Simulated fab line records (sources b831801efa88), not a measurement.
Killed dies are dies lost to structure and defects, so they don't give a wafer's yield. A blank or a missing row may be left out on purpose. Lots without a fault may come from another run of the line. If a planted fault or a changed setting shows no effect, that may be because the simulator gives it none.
A struck lot beside a sound one + flow sky130 + 43 steps out of a route of 708
Sound: wafers L492.1, L492.3, L492.5. The struck wafers were L505.2, L505.4, L505.6. The cause is given at the end.
For every step that has rows: the tool of each side, followed by ch and its chambers, followed by its first start. Under that, the readings that differ: sound wafers + struck wafers + difference of the means + sigmas: that difference in standard deviations of wafers without a fault.
alike: a reading whose means differ by less than 2 such deviations, as well as words and numbers matching on both sides. not compared: withheld readings; readings where some wafer has no value; bounds like >300 that might hide an equal value; numbers whose values overlap and for which the record gives no deviation.
The two part at a step that has a row with sigmas, a row that says differs or no value, or rows on one side only. Numbers that don't overlap but have no deviation are shown without sigmas and don't part them. A reading that every wafer of one side lacks parts them only if that side has two wafers or more.

first, 6 steps without rows for these wafers: SKY_POLY_GATE_COAT_07 (resist thk 110 nm); SKY_POLY_GATE_COAT_08 (resist thk 450 nm); SKY_POLY_GATE_SOFTBAKE_09 (time 90 s); SKY_POLY_GATE_EXPOSE_10 (exposes mask P1M, target cd 150 nm); SKY_POLY_GATE_PEB_11; SKY_POLY_GATE_DEVELOP_12 (develop time 60 s).
SKY_POLY_GATE_CD_MEAS_13: target cd 150 nm.
  sound on cd-sem-02, day 16 20:09; struck on cd-sem-02, day 22 08:02
  alike: cd-nm
SKY_POLY_GATE_OVL_MEAS_14:
  sound on overlay-01, day 16 20:16; struck on overlay-01, day 22 08:09
  alike: POLY_GATE_OVL
SKY_POLY_GATE_ETCH_15: etches BARC in N2/H2, stops on SiO2, time 118.5 s, target depth 110 nm.
  sound on rie-diel-01 ch 0,3, day 16 20:18; struck on rie-diel-03 ch 0,1,3, day 22 08:11
  alike: drypump-motor-current-A, oes-product-au, throttle-valve-pct
  not compared: rf-hours-counter-h
SKY_POLY_GATE_ETCH_16: etches Si3N4 in CH3F/O2, stops on poly-Si, time 147.5 s, target depth 75 nm.
  sound on rie-diel-01 ch 0,3, day 16 20:23; struck on rie-diel-03 ch 0,1,3, day 22 08:16
  alike: O2_flow_sccm, drypump-motor-current-A, oes-product-au, throttle-valve-pct
  not compared: rf-hours-counter-h
SKY_POLY_GATE_ETCH_17: etches poly-Si in HBr/Cl2, stops on SiO2, target depth 180 nm, time 70.5 s.
  sound on rie-si-02 ch 1,2, day 16 20:29; struck on rie-si-02 ch 1,3, day 22 08:22
  alike: drypump-motor-current-A, oes-product-au, throttle-valve-pct
  not compared: rf-hours-counter-h
SKY_POLY_GATE_STRIP_18: strips in O2/N2.
  sound on plasma-asher-04 ch 0, day 16 20:32; struck on plasma-asher-03 ch 0,1, day 22 08:25
  alike: drypump-motor-current-A, o2-flow-sccm, oes-product-au, strip-time-to-endpoint-s
  not compared: rf-hours-counter-h
SKY_POLY_GATE_CLEAN_19: cleans in SC1/SC2, time 150 s.
  sound on wet-bench-01 ch 0, day 16 20:38; struck on wet-bench-02 ch 1, day 22 08:31
then, 1 step without rows for these wafers: SKY_POLY_GATE_OXIDATION_20 (stabilise 600 s, purge 300 s, target thk 4 nm).
SKY_POLY_GATE_THK_MEAS_21:
  sound on film-metro-03, day 16 22:09; struck on film-metro-02, day 22 11:03
| reading                      | sound          | struck         | difference | sigmas |
|------------------------------|----------------|----------------|------------|--------|
| POLY_GATE_OXIDATION_THK (nm) | 4.15 4.05 4.15 | 3.94 3.95 3.96 | -0.17      | -2     |
SKY_POLY_GATE_CD_MEAS_22:
  sound on cd-sem-01, day 16 22:13; struck on cd-sem-02, day 22 11:07
  alike: cd-nm
then, 7 steps without rows for these wafers: SKY_LDD_N_DEHYDRATE_00 (time 60 s); SKY_LDD_N_HMDS_01 (prime time 60 s); SKY_LDD_N_COAT_02 (resist thk 300 nm); SKY_LDD_N_SOFTBAKE_03 (time 60 s); SKY_LDD_N_EXPOSE_04 (exposes mask NTM, target cd 840 nm); SKY_LDD_N_PEB_05; SKY_LDD_N_DEVELOP_06 (develop time 60 s).
SKY_LDD_N_OVL_MEAS_07:
  sound on overlay-01, day 18 03:45; struck on overlay-02, day 23 17:50
  alike: LDD_N_OVL
then, 8 steps without rows for these wafers: SKY_LDD_N_IMPLANT_08; SKY_LDD_N_IMPLANT_09; SKY_LDD_N_IMPLANT_10; SKY_LDD_N_IMPLANT_11; SKY_LDD_N_IMPLANT_12; SKY_LDD_N_IMPLANT_13; SKY_LDD_N_IMPLANT_14; SKY_LDD_N_IMPLANT_15.
SKY_LDD_N_STRIP_16: strips in O2/N2.
  sound on plasma-asher-02 ch 0,1, day 18 04:59; struck on plasma-asher-02 ch 0,1, day 23 19:04
  alike: drypump-motor-current-A, o2-flow-sccm, oes-product-au, strip-time-to-endpoint-s
  not compared: rf-hours-counter-h
SKY_LDD_N_TW_MEAS_17:
  sound on film-metro-03, day 18 05:05; struck on film-metro-03, day 23 19:10
  alike: LDD_N_TW
then, 7 steps without rows for these wafers: SKY_LDD_P_DEHYDRATE_00 (time 60 s); SKY_LDD_P_HMDS_01 (prime time 60 s); SKY_LDD_P_COAT_02 (resist thk 1140 nm); SKY_LDD_P_SOFTBAKE_03 (time 60 s); SKY_LDD_P_EXPOSE_04 (exposes mask PSDM, target cd 380 nm); SKY_LDD_P_PEB_05; SKY_LDD_P_DEVELOP_06 (develop time 60 s).
SKY_LDD_P_CD_MEAS_07: target cd 380 nm.
  sound on cd-sem-02, day 19 11:51; struck on cd-sem-01, day 25 00:41
  alike: cd-nm
-- a jump in the record: the struck wafers' starts before and after are 25 days apart (it breaks off in module LDD_P and resumes in module PAD_OPEN, where the first step shown is number 708 of the route) --
SKY_PAD_OPEN_PROBE_99:
  sound on prober-02, day 46 04:20; struck on prober-01, day 49 13:35
| reading             | sound    | struck      | difference | sigmas |
|---------------------|----------|-------------|------------|--------|
| killed-at-front-end | 8 14 18  | 70 70 64    | +55        | +14    |
| killed-dies         | 78 83 88 | 152 152 131 | +62        | +6     |
  alike: killed_at_M0_to_M3, killed_at_M4_up, killed-at-contacts, killed-at-other, killed-open, killed-short

== WHERE THEY PART ==
Last at SKY_PAD_OPEN_PROBE_99 as far as this record goes, first at SKY_POLY_GATE_THK_MEAS_21.

WHY: what the simulator had put in
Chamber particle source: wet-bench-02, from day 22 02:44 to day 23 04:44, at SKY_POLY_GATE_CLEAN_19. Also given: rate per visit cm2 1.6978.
